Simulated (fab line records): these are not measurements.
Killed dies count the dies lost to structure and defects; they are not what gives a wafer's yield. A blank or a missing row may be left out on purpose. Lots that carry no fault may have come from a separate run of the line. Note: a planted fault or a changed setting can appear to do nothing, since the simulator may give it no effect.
Which tool did it? || flow sky130 || 12 lots, 36 wafers sampled, at 4 steps of a route of 708

## WHAT THE GAUGES READ, wafer by wafer
SKY_METAL5_RS_MEAS_05: a four-point-probe measurement. Usual: METAL5_ALCU_RS 0.02706 ohm/sq, standard deviation 0.00026.
{"lot": "L128", "measured": "day 42 14:40", "on": "film_metro-04", "METAL5_ALCU_RS (ohm/sq)": "0.02691 0.02709 0.02724", "flag": ""}
{"lot": "L129", "measured": "day 43 16:07", "on": "film_metro-04", "METAL5_ALCU_RS (ohm/sq)": "0.02698 0.02705 0.02705", "flag": ""}
{"lot": "L131", "measured": "day 43 18:10", "on": "film_metro-01", "METAL5_ALCU_RS (ohm/sq)": "0.02708 0.02726 0.02737", "flag": ""}
{"lot": "L130", "measured": "day 43 19:27", "on": "film_metro-04", "METAL5_ALCU_RS (ohm/sq)": "0.02715 0.02702 0.02724", "flag": ""}
{"lot": "L134", "measured": "day 44 10:07", "on": "film_metro-04", "METAL5_ALCU_RS (ohm/sq)": "0.02718 0.02726 0.02741", "flag": ""}
{"lot": "L138", "measured": "day 45 16:51", "on": "film_metro-01", "METAL5_ALCU_RS (ohm/sq)": "0.02664 0.02624 0.0266", "flag": ""}
{"lot": "L139", "measured": "day 46 01:04", "on": "film_metro-01", "METAL5_ALCU_RS (ohm/sq)": "0.02693 0.0268 0.02705", "flag": ""}
{"lot": "L142", "measured": "day 47 12:58", "on": "film_metro-01", "METAL5_ALCU_RS (ohm/sq)": "0.02715 0.02708 0.0269", "flag": ""}
{"lot": "L146", "measured": "day 47 17:07", "on": "film_metro-03", "METAL5_ALCU_RS (ohm/sq)": "0.02709 0.02703 0.02727", "flag": ""}
{"lot": "L147", "measured": "day 47 21:17", "on": "film_metro-01", "METAL5_ALCU_RS (ohm/sq)": "0.02731 0.02737 0.02737", "flag": ""}
{"lot": "L150", "measured": "day 48 22:23", "on": "film_metro-01", "METAL5_ALCU_RS (ohm/sq)": "0.02702 0.02688 0.02719", "flag": ""}
{"lot": "L151", "measured": "day 49 02:06", "on": "film_metro-01", "METAL5_ALCU_RS (ohm/sq)": "0.02676 0.02695 0.02674", "flag": ""}

## WHICH TOOL RAN EACH LOT (tool, then ch and the chambers of the sampled wafers, then the start)
{"lot": "L128", "SKY_METAL4_SPUTTER_01": "pvd_sputter-02, day 39 11:19", "SKY_METAL5_SPUTTER_01": "pvd_sputter-02, day 42 14:31", "SKY_METAL5_SPUTTER_04": "pvd_sputter-02, day 42 14:36"}
{"lot": "L129", "SKY_METAL4_SPUTTER_01": "pvd_sputter-02, day 40 14:43", "SKY_METAL5_SPUTTER_01": "pvd_sputter-02, day 43 15:57", "SKY_METAL5_SPUTTER_04": "pvd_sputter-02, day 43 16:02"}
{"lot": "L131", "SKY_METAL4_SPUTTER_01": "pvd_sputter-02, day 40 16:28", "SKY_METAL5_SPUTTER_01": "pvd_sputter-01, day 43 18:00", "SKY_METAL5_SPUTTER_04": "pvd_sputter-01, day 43 18:05"}
{"lot": "L130", "SKY_METAL4_SPUTTER_01": "pvd_sputter-01, day 40 17:05", "SKY_METAL5_SPUTTER_01": "pvd_sputter-01, day 43 19:19", "SKY_METAL5_SPUTTER_04": "pvd_sputter-01, day 43 19:24"}
{"lot": "L134", "SKY_METAL4_SPUTTER_01": "pvd_sputter-01, day 41 10:38", "SKY_METAL5_SPUTTER_01": "pvd_sputter-02, day 44 09:58", "SKY_METAL5_SPUTTER_04": "pvd_sputter-02, day 44 10:03"}
{"lot": "L138", "SKY_METAL4_SPUTTER_01": "pvd_sputter-02, day 42 19:08", "SKY_METAL5_SPUTTER_01": "pvd_sputter-03, day 45 16:43", "SKY_METAL5_SPUTTER_04": "pvd_sputter-03, day 45 16:48"}
{"lot": "L139", "SKY_METAL4_SPUTTER_01": "pvd_sputter-02, day 43 03:19", "SKY_METAL5_SPUTTER_01": "pvd_sputter-02, day 46 00:55", "SKY_METAL5_SPUTTER_04": "pvd_sputter-02, day 46 01:01"}
{"lot": "L142", "SKY_METAL4_SPUTTER_01": "pvd_sputter-01, day 44 20:23", "SKY_METAL5_SPUTTER_01": "pvd_sputter-01, day 47 12:49", "SKY_METAL5_SPUTTER_04": "pvd_sputter-01, day 47 12:55"}
{"lot": "L146", "SKY_METAL4_SPUTTER_01": "pvd_sputter-04, day 45 00:04", "SKY_METAL5_SPUTTER_01": "pvd_sputter-02, day 47 16:55", "SKY_METAL5_SPUTTER_04": "pvd_sputter-02, day 47 17:01"}
{"lot": "L147", "SKY_METAL4_SPUTTER_01": "pvd_sputter-01, day 45 03:04", "SKY_METAL5_SPUTTER_01": "pvd_sputter-02, day 47 21:07", "SKY_METAL5_SPUTTER_04": "pvd_sputter-02, day 47 21:13"}
{"lot": "L150", "SKY_METAL4_SPUTTER_01": "pvd_sputter-04, day 46 09:11", "SKY_METAL5_SPUTTER_01": "pvd_sputter-02, day 48 22:15", "SKY_METAL5_SPUTTER_04": "pvd_sputter-02, day 48 22:20"}
{"lot": "L151", "SKY_METAL4_SPUTTER_01": "pvd_sputter-04, day 46 13:08", "SKY_METAL5_SPUTTER_01": "pvd_sputter-02, day 49 01:57", "SKY_METAL5_SPUTTER_04": "pvd_sputter-02, day 49 02:03"}
- SKY_METAL4_SPUTTER_01: material TiN, target thk 20 nm, time 16.7 s.
- SKY_METAL5_SPUTTER_01: material TiN, target thk 20 nm, time 16.7 s.
- SKY_METAL5_SPUTTER_04: material TiN, target thk 70 nm, time 58.3 s.

## WHAT THE TOOLS THEMSELVES READ (means of the sampled wafers that have a number; where no wafer has one, the mark that the record gives instead)
SKY_METAL4_SPUTTER_01. Usual: throttle_valve_pct at 30.7 %, with a standard deviation of 1.
{"lot": "L128", "tool": "pvd_sputter-02", "throttle_valve_pct (%)": 30.5, "flag": ""}
{"lot": "L129", "tool": "pvd_sputter-02", "throttle_valve_pct (%)": 30.9, "flag": ""}
{"lot": "L131", "tool": "pvd_sputter-02", "throttle_valve_pct (%)": 30.9, "flag": ""}
{"lot": "L130", "tool": "pvd_sputter-01", "throttle_valve_pct (%)": 30.4, "flag": ""}
{"lot": "L134", "tool": "pvd_sputter-01", "throttle_valve_pct (%)": 31.1, "flag": ""}
{"lot": "L138", "tool": "pvd_sputter-02", "throttle_valve_pct (%)": 30.1, "flag": ""}
{"lot": "L139", "tool": "pvd_sputter-02", "throttle_valve_pct (%)": 31.1, "flag": ""}
{"lot": "L142", "tool": "pvd_sputter-01", "throttle_valve_pct (%)": 31.7, "flag": ""}
{"lot": "L146", "tool": "pvd_sputter-04", "throttle_valve_pct (%)": 30.0, "flag": ""}
{"lot": "L147", "tool": "pvd_sputter-01", "throttle_valve_pct (%)": 31.5, "flag": ""}
{"lot": "L150", "tool": "pvd_sputter-04", "throttle_valve_pct (%)": 29.8, "flag": ""}
{"lot": "L151", "tool": "pvd_sputter-04", "throttle_valve_pct (%)": 30.2, "flag": ""}

SKY_METAL5_SPUTTER_01. Usual: throttle_valve_pct at 30.6 %, with a standard deviation of 1.1.
{"lot": "L128", "tool": "pvd_sputter-02", "throttle_valve_pct (%)": 30.3, "flag": ""}
{"lot": "L129", "tool": "pvd_sputter-02", "throttle_valve_pct (%)": 30.3, "flag": ""}
{"lot": "L131", "tool": "pvd_sputter-01", "throttle_valve_pct (%)": 31.8, "flag": ""}
{"lot": "L130", "tool": "pvd_sputter-01", "throttle_valve_pct (%)": 31.5, "flag": ""}
{"lot": "L134", "tool": "pvd_sputter-02", "throttle_valve_pct (%)": 30.6, "flag": ""}
{"lot": "L138", "tool": "pvd_sputter-03", "throttle_valve_pct (%)": 29.8, "flag": ""}
{"lot": "L139", "tool": "pvd_sputter-02", "throttle_valve_pct (%)": 31.6, "flag": ""}
{"lot": "L142", "tool": "pvd_sputter-01", "throttle_valve_pct (%)": 31.4, "flag": ""}
{"lot": "L146", "tool": "pvd_sputter-02", "throttle_valve_pct (%)": 30.7, "flag": ""}
{"lot": "L147", "tool": "pvd_sputter-02", "throttle_valve_pct (%)": 31.2, "flag": ""}
{"lot": "L150", "tool": "pvd_sputter-02", "throttle_valve_pct (%)": 31.0, "flag": ""}
{"lot": "L151", "tool": "pvd_sputter-02", "throttle_valve_pct (%)": 30.7, "flag": ""}

SKY_METAL5_SPUTTER_04. Usual: throttle_valve_pct at 30.7 %, with a standard deviation of 1.1.
{"lot": "L128", "tool": "pvd_sputter-02", "throttle_valve_pct (%)": 30.3, "flag": ""}
{"lot": "L129", "tool": "pvd_sputter-02", "throttle_valve_pct (%)": 30.6, "flag": ""}
{"lot": "L131", "tool": "pvd_sputter-01", "throttle_valve_pct (%)": 31.7, "flag": ""}
{"lot": "L130", "tool": "pvd_sputter-01", "throttle_valve_pct (%)": 31.3, "flag": ""}
{"lot": "L134", "tool": "pvd_sputter-02", "throttle_valve_pct (%)": 30.4, "flag": ""}
{"lot": "L138", "tool": "pvd_sputter-03", "throttle_valve_pct (%)": 29.8, "flag": ""}
{"lot": "L139", "tool": "pvd_sputter-02", "throttle_valve_pct (%)": 31.6, "flag": ""}
{"lot": "L142", "tool": "pvd_sputter-01", "throttle_valve_pct (%)": 31.4, "flag": ""}
{"lot": "L146", "tool": "pvd_sputter-02", "throttle_valve_pct (%)": 30.9, "flag": ""}
{"lot": "L147", "tool": "pvd_sputter-02", "throttle_valve_pct (%)": 31.0, "flag": ""}
{"lot": "L150", "tool": "pvd_sputter-02", "throttle_valve_pct (%)": 31.0, "flag": ""}
{"lot": "L151", "tool": "pvd_sputter-02", "throttle_valve_pct (%)": 30.7, "flag": ""}

## THE ANSWER, worked out from the rows above alone
Rule: a lot counts as off when the mean over its wafers that have a number is more than 3 standard deviations away from the usual mean. A lot without any number at a reading at which 4 lots or more have one is off too. All remaining lots with rows at the step are treated as sound. Order of review: gauges by route order, followed by the tools' own readings, for which a lot's mean as printed above is used. The first step at which some lot is off is used, and at that step the reading that is off furthest; a lot without a number counts as furthest.
No lot is off on any of the readings shown, so nothing can be concluded from this.

## WHAT THE SIMULATOR HAD PUT IN
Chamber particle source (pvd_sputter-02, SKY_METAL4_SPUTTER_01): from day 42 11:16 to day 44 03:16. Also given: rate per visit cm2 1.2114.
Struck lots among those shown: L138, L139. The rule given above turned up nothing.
